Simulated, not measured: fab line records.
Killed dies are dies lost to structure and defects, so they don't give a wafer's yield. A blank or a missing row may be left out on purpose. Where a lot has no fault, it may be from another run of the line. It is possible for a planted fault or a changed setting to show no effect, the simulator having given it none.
Which tool is to blame? || flow gf180mcu || Sampling: 14 lots, 42 wafers, 5 of 602 route steps

WHAT THE GAUGES SHOWED, per wafer
GF_HV_LDD_TW_MEAS_23. Usual: for HV_LDD_2_TW the level is 1053 and the standard deviation is 9.8.
{"lot": "L385", "measured": "day 10 21:10", "on": "filmMetro-03", "HV_LDD_2_TW": "1045 1049 1048", "flag": ""}
{"lot": "L386", "measured": "day 11 08:25", "on": "filmMetro-03", "HV_LDD_2_TW": "1053 1050 1047", "flag": ""}
{"lot": "L388", "measured": "day 11 18:39", "on": "filmMetro-01", "HV_LDD_2_TW": "1051 1060 1057", "flag": ""}
{"lot": "L389", "measured": "day 12 04:04", "on": "filmMetro-02", "HV_LDD_2_TW": "1051 1063 1062", "flag": ""}
{"lot": "L391", "measured": "day 12 19:50", "on": "filmMetro-02", "HV_LDD_2_TW": "1066 1061 1056", "flag": ""}
{"lot": "L392", "measured": "day 13 04:48", "on": "filmMetro-02", "HV_LDD_2_TW": "1061 1056 1057", "flag": ""}
{"lot": "L393", "measured": "day 13 17:14", "on": "filmMetro-01", "HV_LDD_2_TW": "1063 1052 1052", "flag": ""}
{"lot": "L394", "measured": "day 13 21:55", "on": "filmMetro-02", "HV_LDD_2_TW": "1057 1054 1059", "flag": ""}
{"lot": "L395", "measured": "day 14 04:22", "on": "filmMetro-03", "HV_LDD_2_TW": "945 943 943", "flag": "OFF"}
{"lot": "L396", "measured": "day 14 19:19", "on": "filmMetro-02", "HV_LDD_2_TW": "959 961 957", "flag": "OFF"}
{"lot": "L397", "measured": "day 15 02:14", "on": "filmMetro-01", "HV_LDD_2_TW": "961 955 955", "flag": "OFF"}
{"lot": "L401", "measured": "day 16 01:27", "on": "filmMetro-03", "HV_LDD_2_TW": "1041 1037 1035", "flag": ""}
{"lot": "L406", "measured": "day 17 17:03", "on": "filmMetro-02", "HV_LDD_2_TW": "1068 1063 1067", "flag": ""}
{"lot": "L407", "measured": "day 18 05:34", "on": "filmMetro-02", "HV_LDD_2_TW": "1069 1070 1064", "flag": ""}

GF_SAB_OVL_MEAS_10. Usual: for SAB_OVL the level is -0.5 nm and the standard deviation is 1.4.
{"lot": "L385", "measured": "day 15 04:31", "on": "overlay-02", "SAB_OVL (nm)": "0.1 0.0 0.1", "flag": ""}
{"lot": "L386", "measured": "day 15 17:52", "on": "overlay-01", "SAB_OVL (nm)": "-2.1 -2.6 -3.2", "flag": ""}
{"lot": "L388", "measured": "day 16 06:00", "on": "overlay-01", "SAB_OVL (nm)": "1.5 1.0 -0.3", "flag": ""}
{"lot": "L389", "measured": "day 16 18:43", "on": "overlay-01", "SAB_OVL (nm)": "-0.1 0.4 0.3", "flag": ""}
{"lot": "L391", "measured": "day 17 13:19", "on": "overlay-02", "SAB_OVL (nm)": "0.0 -1.1 -0.1", "flag": ""}
{"lot": "L392", "measured": "day 17 23:34", "on": "overlay-01", "SAB_OVL (nm)": "-1.6 -0.4 -0.3", "flag": ""}
{"lot": "L393", "measured": "day 18 12:35", "on": "overlay-02", "SAB_OVL (nm)": "1.6 2.3 0.8", "flag": ""}
{"lot": "L394", "measured": "day 18 20:53", "on": "overlay-02", "SAB_OVL (nm)": "3.0 0.4 2.0", "flag": ""}
{"lot": "L395", "measured": "day 19 03:43", "on": "overlay-01", "SAB_OVL (nm)": "-0.6 -1.7 -0.9", "flag": ""}
{"lot": "L396", "measured": "day 19 21:43", "on": "overlay-01", "SAB_OVL (nm)": "-2.1 -0.1 -1.5", "flag": ""}
{"lot": "L397", "measured": "day 20 05:29", "on": "overlay-01", "SAB_OVL (nm)": "0.5 -1.3 0.2", "flag": ""}
{"lot": "L401", "measured": "day 21 06:13", "on": "overlay-01", "SAB_OVL (nm)": "-2.0 -0.1 -2.0", "flag": ""}
{"lot": "L406", "measured": "day 22 22:11", "on": "overlay-01", "SAB_OVL (nm)": "-1.8 -2.5 -3.5", "flag": ""}
{"lot": "L407", "measured": "day 23 10:26", "on": "overlay-01", "SAB_OVL (nm)": "0.0 -1.7 1.7", "flag": ""}

GF_CONTACT_THK_MEAS_03. Usual: for CONTACT_CVD_02_THK the level is 856 nm and the standard deviation is 9.9.
{"lot": "L385", "measured": "day 15 05:37", "on": "filmMetro-02", "CONTACT_CVD_02_THK (nm)": "835 841 845", "flag": ""}
{"lot": "L386", "measured": "day 15 18:59", "on": "filmMetro-03", "CONTACT_CVD_02_THK (nm)": "860 882 876", "flag": ""}
{"lot": "L388", "measured": "day 16 07:07", "on": "filmMetro-02", "CONTACT_CVD_02_THK (nm)": "849 856 868", "flag": ""}
{"lot": "L389", "measured": "day 16 19:48", "on": "filmMetro-03", "CONTACT_CVD_02_THK (nm)": "846 842 859", "flag": ""}
{"lot": "L391", "measured": "day 17 14:24", "on": "filmMetro-01", "CONTACT_CVD_02_THK (nm)": "847 860 854", "flag": ""}
{"lot": "L392", "measured": "day 18 00:38", "on": "filmMetro-01", "CONTACT_CVD_02_THK (nm)": "865 853 875", "flag": ""}
{"lot": "L393", "measured": "day 18 13:41", "on": "filmMetro-01", "CONTACT_CVD_02_THK (nm)": "844 840 847", "flag": ""}
{"lot": "L394", "measured": "day 18 22:05", "on": "filmMetro-01", "CONTACT_CVD_02_THK (nm)": "853 869 876", "flag": ""}
{"lot": "L395", "measured": "day 19 04:49", "on": "filmMetro-02", "CONTACT_CVD_02_THK (nm)": "853 866 865", "flag": ""}
{"lot": "L396", "measured": "day 19 22:47", "on": "filmMetro-01", "CONTACT_CVD_02_THK (nm)": "853 851 864", "flag": ""}
{"lot": "L397", "measured": "day 20 06:38", "on": "filmMetro-02", "CONTACT_CVD_02_THK (nm)": "845 849 858", "flag": ""}
{"lot": "L401", "measured": "day 21 07:22", "on": "filmMetro-01", "CONTACT_CVD_02_THK (nm)": "844 856 866", "flag": ""}
{"lot": "L406", "measured": "day 22 23:16", "on": "filmMetro-03", "CONTACT_CVD_02_THK (nm)": "850 853 858", "flag": ""}
{"lot": "L407", "measured": "day 23 11:31", "on": "filmMetro-02", "CONTACT_CVD_02_THK (nm)": "843 860 862", "flag": ""}

GF_M2_OVL_MEAS_15. Usual: for M2_OVL the level is -8 nm and the standard deviation is 5.2.
{"lot": "L385", "measured": "day 19 07:55", "on": "overlay-01", "M2_OVL (nm)": "-15 -8 -6", "flag": ""}
{"lot": "L386", "measured": "day 19 21:53", "on": "overlay-01", "M2_OVL (nm)": "-11 -11 -9", "flag": ""}
{"lot": "L388", "measured": "day 20 11:32", "on": "overlay-01", "M2_OVL (nm)": "-8 -9 -9", "flag": ""}
{"lot": "L389", "measured": "day 21 01:58", "on": "overlay-01", "M2_OVL (nm)": "-5 -12 -4", "flag": ""}
{"lot": "L391", "measured": "day 21 19:46", "on": "overlay-02", "M2_OVL (nm)": "-10 -8 -2", "flag": ""}
{"lot": "L392", "measured": "day 22 06:03", "on": "overlay-01", "M2_OVL (nm)": "-7 -12 3", "flag": ""}
{"lot": "L393", "measured": "day 22 18:39", "on": "overlay-02", "M2_OVL (nm)": "-15 -18 -18", "flag": ""}
{"lot": "L394", "measured": "day 23 03:07", "on": "overlay-02", "M2_OVL (nm)": "-14 -9 -15", "flag": ""}
{"lot": "L395", "measured": "day 23 09:01", "on": "overlay-02", "M2_OVL (nm)": "-10 -7 0", "flag": ""}
{"lot": "L396", "measured": "day 24 01:46", "on": "overlay-02", "M2_OVL (nm)": "-5 -3 -8", "flag": ""}
{"lot": "L397", "measured": "day 24 08:48", "on": "overlay-02", "M2_OVL (nm)": "-5 -14 -2", "flag": ""}
{"lot": "L401", "measured": "day 25 06:20", "on": "overlay-01", "M2_OVL (nm)": "-5 -12 0", "flag": ""}
{"lot": "L406", "measured": "day 26 22:34", "on": "overlay-01", "M2_OVL (nm)": "-12 -11 -14", "flag": ""}
{"lot": "L407", "measured": "day 27 04:55", "on": "overlay-02", "M2_OVL (nm)": "-7 -7 -13", "flag": ""}

WHAT TOOL EACH LOT RAN ON (gives the tool, then ch and the chambers of the sampled wafers, and finally the start)
{"lot": "L385", "GF_HV_LDD_IMPLANT_21": "implanter-02 ch 0, day 10 20:56"}
{"lot": "L386", "GF_HV_LDD_IMPLANT_21": "implanter-04 ch 0, day 11 08:11"}
{"lot": "L388", "GF_HV_LDD_IMPLANT_21": "implanter-02 ch 0, day 11 18:24"}
{"lot": "L389", "GF_HV_LDD_IMPLANT_21": "implanter-01 ch 0, day 12 03:50"}
{"lot": "L391", "GF_HV_LDD_IMPLANT_21": "implanter-02 ch 0, day 12 19:37"}
{"lot": "L392", "GF_HV_LDD_IMPLANT_21": "implanter-02 ch 0, day 13 04:33"}
{"lot": "L393", "GF_HV_LDD_IMPLANT_21": "implanter-02 ch 0, day 13 16:59"}
{"lot": "L394", "GF_HV_LDD_IMPLANT_21": "implanter-02 ch 0, day 13 21:41"}
{"lot": "L395", "GF_HV_LDD_IMPLANT_21": "implanter-02 ch 0, day 14 04:08"}
{"lot": "L396", "GF_HV_LDD_IMPLANT_21": "implanter-02 ch 0, day 14 19:04"}
{"lot": "L397", "GF_HV_LDD_IMPLANT_21": "implanter-02 ch 0, day 15 01:59"}
{"lot": "L401", "GF_HV_LDD_IMPLANT_21": "implanter-01 ch 0, day 16 01:13"}
{"lot": "L406", "GF_HV_LDD_IMPLANT_21": "implanter-02 ch 0, day 17 16:49"}
{"lot": "L407", "GF_HV_LDD_IMPLANT_21": "implanter-02 ch 0, day 18 05:21"}
- GF_HV_LDD_IMPLANT_21

AS READ BY THE TOOLS THEMSELVES (means over the sampled wafers that have a number; for cases with no such wafer, the mark the record gives instead)
GF_HV_LDD_IMPLANT_21. Usual: doseIonsCm2 5e+13, standard deviation 5.3e+10; faradayCurrentUA 282, standard deviation 5.9.
{"lot": "L385", "tool": "implanter-02", "doseIonsCm2": 5e+13, "faradayCurrentUA": 283, "flag": ""}
{"lot": "L386", "tool": "implanter-04", "doseIonsCm2": 5e+13, "faradayCurrentUA": 282, "flag": ""}
{"lot": "L388", "tool": "implanter-02", "doseIonsCm2": 5e+13, "faradayCurrentUA": 282, "flag": ""}
{"lot": "L389", "tool": "implanter-01", "doseIonsCm2": 5e+13, "faradayCurrentUA": 276, "flag": ""}
{"lot": "L391", "tool": "implanter-02", "doseIonsCm2": 5e+13, "faradayCurrentUA": 285, "flag": ""}
{"lot": "L392", "tool": "implanter-02", "doseIonsCm2": 5e+13, "faradayCurrentUA": 282, "flag": ""}
{"lot": "L393", "tool": "implanter-02", "doseIonsCm2": 5e+13, "faradayCurrentUA": 284, "flag": ""}
{"lot": "L394", "tool": "implanter-02", "doseIonsCm2": 5e+13, "faradayCurrentUA": 285, "flag": ""}
{"lot": "L395", "tool": "implanter-02", "doseIonsCm2": 4e+13, "faradayCurrentUA": 208, "flag": "OFF"}
{"lot": "L396", "tool": "implanter-02", "doseIonsCm2": 4e+13, "faradayCurrentUA": 208, "flag": "OFF"}
{"lot": "L397", "tool": "implanter-02", "doseIonsCm2": 4e+13, "faradayCurrentUA": 210, "flag": "OFF"}
{"lot": "L401", "tool": "implanter-01", "doseIonsCm2": 5e+13, "faradayCurrentUA": 284, "flag": ""}
{"lot": "L406", "tool": "implanter-02", "doseIonsCm2": 5e+13, "faradayCurrentUA": 286, "flag": ""}
{"lot": "L407", "tool": "implanter-02", "doseIonsCm2": 5e+13, "faradayCurrentUA": 280, "flag": ""}

THE ANSWER, worked out from the rows above alone
Rule: a lot is off if the mean of its wafers that have a number lies more than 3 standard deviations from the usual mean. Also off: a lot with no number at a reading for which 4 or more lots have one. All remaining lots with rows at the step are treated as sound. First the gauges in route order, then the tools' own readings, where a lot's mean is used as printed above. At the first step where some lot is off, the reading lying furthest off is the one used; lots without a number count as furthest.
Off: L395, L396, L397, seen at GF_HV_LDD_TW_MEAS_23 (HV_LDD_2_TW).
If a tool, at a process step before that reading, ran all the lots that are off and no sound lot after the first of them, it fits. The gauges at GF_HV_LDD_TW_MEAS_23 aren't tried: what is off there is off at GF_HV_LDD_IMPLANT_21 too, on other tools, and a gauge's error can't cause that. No candidate that was tried fits.

WHAT THE SIMULATOR HAD PUT IN
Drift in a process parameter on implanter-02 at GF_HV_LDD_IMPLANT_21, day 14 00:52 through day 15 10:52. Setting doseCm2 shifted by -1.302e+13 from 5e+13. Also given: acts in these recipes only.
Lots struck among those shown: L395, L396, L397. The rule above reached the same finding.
